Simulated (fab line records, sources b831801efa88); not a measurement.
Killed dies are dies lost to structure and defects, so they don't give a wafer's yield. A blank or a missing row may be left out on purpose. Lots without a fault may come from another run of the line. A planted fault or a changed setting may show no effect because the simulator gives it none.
Which tool did it? | flow sky130 | 15 lots, 45 wafers sampled, at 4 steps of a route of 708

WHAT THE GAUGES READ, wafer by wafer
The record holds no reading of a measuring or inspecting step that can be judged against a usual standard deviation.

WHICH TOOL RAN EACH LOT (tool, then ch and the chambers of the sampled wafers, then the start)
lot  | SKY_CAPM_STRIP_14                    | SKY_VIA3_CMP_02               | SKY_VIA3_SPUTTER_20          | SKY_METAL4_SPUTTER_00
L790 | plasma_asher-01 ch 0,1, day 37 11:59 | cmp-01 ch 0,1, day 38 15:29   | pvd_sputter-03, day 39 18:02 | pvd_sputter-01, day 39 18:42
L791 | plasma_asher-04 ch 0,1, day 37 12:23 | cmp-01 ch 1,2, day 38 15:50   | pvd_sputter-04, day 39 18:23 | pvd_sputter-01, day 39 19:04
L792 | plasma_asher-04 ch 0,1, day 37 22:54 | cmp-01 ch 1,3, day 39 01:39   | pvd_sputter-04, day 40 03:50 | pvd_sputter-03, day 40 04:29
L793 | plasma_asher-01 ch 0,1, day 38 19:34 | cmp-02 ch 0,1,2, day 39 22:13 | pvd_sputter-01, day 40 23:15 | pvd_sputter-01, day 40 23:55
L794 | plasma_asher-01 ch 0,1, day 39 10:57 | cmp-02 ch 0,1,2, day 40 13:43 | pvd_sputter-01, day 41 14:44 | pvd_sputter-01, day 41 15:24
L796 | plasma_asher-01 ch 0,1, day 39 16:03 | cmp-01 ch 2,3, day 40 18:12   | pvd_sputter-01, day 41 19:45 | pvd_sputter-02, day 41 20:31
L797 | plasma_asher-02 ch 0,1, day 40 01:13 | cmp-02 ch 0,3, day 41 02:31   | pvd_sputter-04, day 42 03:39 | pvd_sputter-02, day 42 04:19
L798 | plasma_asher-04 ch 0,1, day 40 12:30 | cmp-02 ch 0,2,3, day 41 14:09 | pvd_sputter-03, day 42 15:08 | pvd_sputter-02, day 42 15:48
L799 | plasma_asher-01 ch 0,1, day 40 19:49 | cmp-01 ch 0,1,2, day 41 21:46 | pvd_sputter-04, day 42 22:00 | pvd_sputter-02, day 42 22:40
L800 | plasma_asher-02 ch 0,1, day 40 19:57 | cmp-01 ch 1,2,3, day 41 22:07 | pvd_sputter-03, day 42 22:26 | pvd_sputter-01, day 42 23:06
L803 | plasma_asher-01 ch 0,1, day 41 16:51 | cmp-02 ch 1,2,3, day 42 18:41 | pvd_sputter-03, day 43 18:44 | pvd_sputter-01, day 43 19:23
L809 | plasma_asher-04 ch 0, day 42 22:18   | cmp-02 ch 0,1,2, day 43 23:32 | pvd_sputter-01, day 44 22:44 | pvd_sputter-02, day 44 23:25
L810 | plasma_asher-01 ch 0,1, day 43 12:31 | cmp-02 ch 2,3, day 44 12:48   | pvd_sputter-03, day 45 11:02 | pvd_sputter-03, day 45 11:46
L811 | plasma_asher-02 ch 0,1, day 43 20:17 | cmp-01 ch 1,2, day 44 19:52   | pvd_sputter-03, day 45 18:11 | pvd_sputter-03, day 45 19:17
L813 | plasma_asher-01 ch 0,1, day 44 09:59 | cmp-02 ch 1,2, day 45 09:23   | pvd_sputter-04, day 46 07:13 | pvd_sputter-02, day 46 07:51
- SKY_CAPM_STRIP_14: strips in O2/N2.
- SKY_VIA3_CMP_02: polishes SiO2.
- SKY_VIA3_SPUTTER_20: material TiN, target thk 20 nm, time 80 s.
- SKY_METAL4_SPUTTER_00: material Ti, target thk 15 nm, time 10 s.

WHAT THE TOOLS THEMSELVES READ (means of the sampled wafers that have a number; where no wafer has one, the mark that the record gives instead)
SKY_CAPM_STRIP_14. Usual: drypump_motor_current_A 5.52 A, standard deviation 0.29; oes_product_au 0.710 a.u., standard deviation 0.0042; strip_time_to_endpoint_s 12.69 s, standard deviation 0.063.
lot  | tool            | drypump_motor_current_A (A) | oes_product_au (a.u.) | strip_time_to_endpoint_s (s) | flag
L790 | plasma_asher-01 | 5.44                        | 0.712                 | 12.75                        |
L791 | plasma_asher-04 | 5.52                        | 0.708                 | 12.65                        |
L792 | plasma_asher-04 | 5.52                        | 0.708                 | 12.76                        |
L793 | plasma_asher-01 | 5.30                        | 0.711                 | 12.64                        |
L794 | plasma_asher-01 | 5.41                        | 0.709                 | 12.70                        |
L796 | plasma_asher-01 | 5.32                        | 0.708                 | 12.72                        |
L797 | plasma_asher-02 | 6.06                        | 0.715                 | 12.69                        |
L798 | plasma_asher-04 | 5.50                        | 0.708                 | 12.62                        |
L799 | plasma_asher-01 | 5.30                        | 0.707                 | 12.57                        |
L800 | plasma_asher-02 | 6.04                        | 0.714                 | 12.63                        |
L803 | plasma_asher-01 | 5.41                        | 0.711                 | 12.69                        |
L809 | plasma_asher-04 | 5.30                        | 0.709                 | 12.68                        |
L810 | plasma_asher-01 | 5.30                        | 0.710                 | 12.69                        |
L811 | plasma_asher-02 | 6.08                        | 0.712                 | 12.68                        |
L813 | plasma_asher-01 | 5.41                        | 0.712                 | 12.69                        |

SKY_VIA3_CMP_02. Usual: motor_current_A 12.3 A, standard deviation 0.89; retaining_ring_pressure_frac 1.000, standard deviation 0.0047.
lot  | tool   | motor_current_A (A) | retaining_ring_pressure_frac | flag
L790 | cmp-01 | 11.9                | 0.994                        |
L791 | cmp-01 | 12.0                | 1.003                        |
L792 | cmp-01 | 11.5                | 1.002                        |
L793 | cmp-02 | 12.9                | 0.998                        |
L794 | cmp-02 | 12.6                | 0.998                        |
L796 | cmp-01 | 11.9                | 0.998                        |
L797 | cmp-02 | 12.3                | 0.999                        |
L798 | cmp-02 | 12.6                | 0.998                        |
L799 | cmp-01 | 12.1                | 0.997                        |
L800 | cmp-01 | 11.8                | 0.998                        |
L803 | cmp-02 | 12.6                | 1.000                        |
L809 | cmp-02 | 12.2                | 0.998                        |
L810 | cmp-02 | 12.7                | 0.999                        |
L811 | cmp-01 | 12.6                | 1.001                        |
L813 | cmp-02 | 13.0                | 0.997                        |

SKY_VIA3_SPUTTER_20. Usual: cathode_dc_power_W 4000.1 W, standard deviation 0.69; chamber_pressure_pa 5.000 Pa, standard deviation 0.0098; throttle_valve_pct 29.7 %, standard deviation 1.1.
lot  | tool           | cathode_dc_power_W (W) | chamber_pressure_pa (Pa) | throttle_valve_pct (%) | flag
L790 | pvd_sputter-03 | 4000.5                 | 5.007                    | 29.9                   |
L791 | pvd_sputter-04 | 4000.4                 | 5.014                    | 28.8                   |
L792 | pvd_sputter-04 | 4000.1                 | 5.008                    | 29.3                   |
L793 | pvd_sputter-01 | 4000.0                 | 4.989                    | 30.2                   |
L794 | pvd_sputter-01 | 3999.8                 | 4.990                    | 30.6                   |
L796 | pvd_sputter-01 | 4000.2                 | 4.997                    | 30.2                   |
L797 | pvd_sputter-04 | 3999.6                 | 5.007                    | 29.5                   |
L798 | pvd_sputter-03 | 3999.2                 | 4.995                    | 30.7                   |
L799 | pvd_sputter-04 | 3999.9                 | 4.996                    | 28.8                   |
L800 | pvd_sputter-03 | 4000.4                 | 5.010                    | 30.4                   |
L803 | pvd_sputter-03 | 4000.4                 | 5.006                    | 30.1                   |
L809 | pvd_sputter-01 | 4000.2                 | 4.992                    | 30.1                   |
L810 | pvd_sputter-03 | 4000.0                 | 4.997                    | 30.3                   |
L811 | pvd_sputter-03 | 4000.6                 | 5.004                    | 29.9                   |
L813 | pvd_sputter-04 | 4000.8                 | 5.010                    | 28.5                   |

SKY_METAL4_SPUTTER_00. Usual: cathode_dc_power_W 3000.0 W, standard deviation 0.53; chamber_pressure_pa 0.3999 Pa, standard deviation 0.00079; throttle_valve_pct 30.1 %, standard deviation 0.93.
lot  | tool           | cathode_dc_power_W (W) | chamber_pressure_pa (Pa) | throttle_valve_pct (%) | flag
L790 | pvd_sputter-01 | 3000.0                 | 0.3995                   | 30.8                   |
L791 | pvd_sputter-01 | 2999.7                 | 0.4001                   | 30.1                   |
L792 | pvd_sputter-03 | 3000.0                 | 0.4007                   | 29.9                   |
L793 | pvd_sputter-01 | 2999.8                 | 0.3996                   | 30.3                   |
L794 | pvd_sputter-01 | 3000.2                 | 0.4003                   | 30.2                   |
L796 | pvd_sputter-02 | 2999.9                 | 0.4009                   | 29.6                   |
L797 | pvd_sputter-02 | 3000.2                 | 0.3996                   | 30.0                   |
L798 | pvd_sputter-02 | 2999.7                 | 0.4000                   | 29.5                   |
L799 | pvd_sputter-02 | 3000.1                 | 0.3997                   | 29.8                   |
L800 | pvd_sputter-01 | 3000.1                 | 0.3999                   | 30.9                   |
L803 | pvd_sputter-01 | 3000.2                 | 0.4008                   | 30.7                   |
L809 | pvd_sputter-02 | -                      | -                        | -                      | OFF
L810 | pvd_sputter-03 | -                      | -                        | -                      | OFF
L811 | pvd_sputter-03 | -                      | -                        | -                      | OFF
L813 | pvd_sputter-02 | 2999.6                 | 0.3993                   | 30.0                   |

THE ANSWER, worked out from the rows above alone
Rule: a lot is off if the mean of its wafers that have a number lies more than 3 standard deviations from the usual mean. A lot without any number at a reading at which 4 lots or more have one is off too. The other lots that the step has rows for count as sound. The gauges are gone through in route order, then the tools' own readings, and for those a lot's mean is taken as printed above. The first step at which some lot is off is used, and at that step the reading that is off furthest; a lot without a number counts as furthest.
Off: L809, L810, L811, at SKY_METAL4_SPUTTER_00 (cathode_dc_power_W). Without a number there: L809, L810, L811.
A tool fits if, at that step or a process step before it, it ran every lot that is off, and no sound lot after the first of them. None of those tried fits.

WHAT THE SIMULATOR HAD PUT IN
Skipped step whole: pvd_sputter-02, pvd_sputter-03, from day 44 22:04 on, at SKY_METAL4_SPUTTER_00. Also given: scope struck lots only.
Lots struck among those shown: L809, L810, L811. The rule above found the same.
